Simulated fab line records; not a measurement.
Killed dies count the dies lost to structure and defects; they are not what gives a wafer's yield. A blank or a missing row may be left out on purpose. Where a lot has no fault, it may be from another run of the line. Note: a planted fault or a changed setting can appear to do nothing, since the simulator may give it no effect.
Matching of chambers -- flow sfq-line -- SFQ_TRILAYER_I3_CMP_CMP_082 on cmp-01 has 4 sister chambers
The step polishes SiO2. 8 wafers are shown with their chamber, then 7 later ones without.

## WAFERS, EACH WITH ITS CHAMBER
wafer,chamber,motor-current-A (A),time-to-endpoint-s (s)
L145.5,0,8.3,208
L145.6,3,12.2,210
L149.6,1,11.0,222
L152.4,2,8.4,215
L152.3,0,8.7,212
L152.5,2,8.0,213
L153.3,1,10.4,205
L153.1,3,12.6,218

## WAFERS WITHOUT THEIR CHAMBER
wafer,motor-current-A (A),time-to-endpoint-s (s)
L153.6,8.5,224
L162.2,8.4,212
L162.3,8.0,217
L162.4,13.1,233
L163.1,12.8,220
L163.3,7.8,209
L163.5,9.7,219

## CHAMBER TAKEN BY EACH
wafer,from the rows above,in truth
L153.6,can't be placed: 2 or 0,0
L162.2,can't be placed: 0 or 2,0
L162.3,can't be placed: 2 or 0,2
L162.4,3,3
L163.1,3,3
L163.3,can't be placed: 2 or 0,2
L163.5,can't be placed: 1 or 0 or 2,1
Placed correctly: 2 of 7. Can't be placed from these rows: 5 (the true chamber is among the candidates in 5). Number placed wrongly: 0.
How it was worked out, from the rows above alone: a wafer's distance from a chamber is the root of the sum, over the readings, of the square of ((its reading less the chamber's mean) divided by the reading's scatter). The wafer belongs to the nearest chamber; if the next one is less than 2 further off, it can't be placed. For every chamber, the mean is computed from those of its wafers that are shown. The scatter: the root of (the sum of the squares of (reading less its chamber's mean) over the shown wafers, divided by (wafers less chambers)).
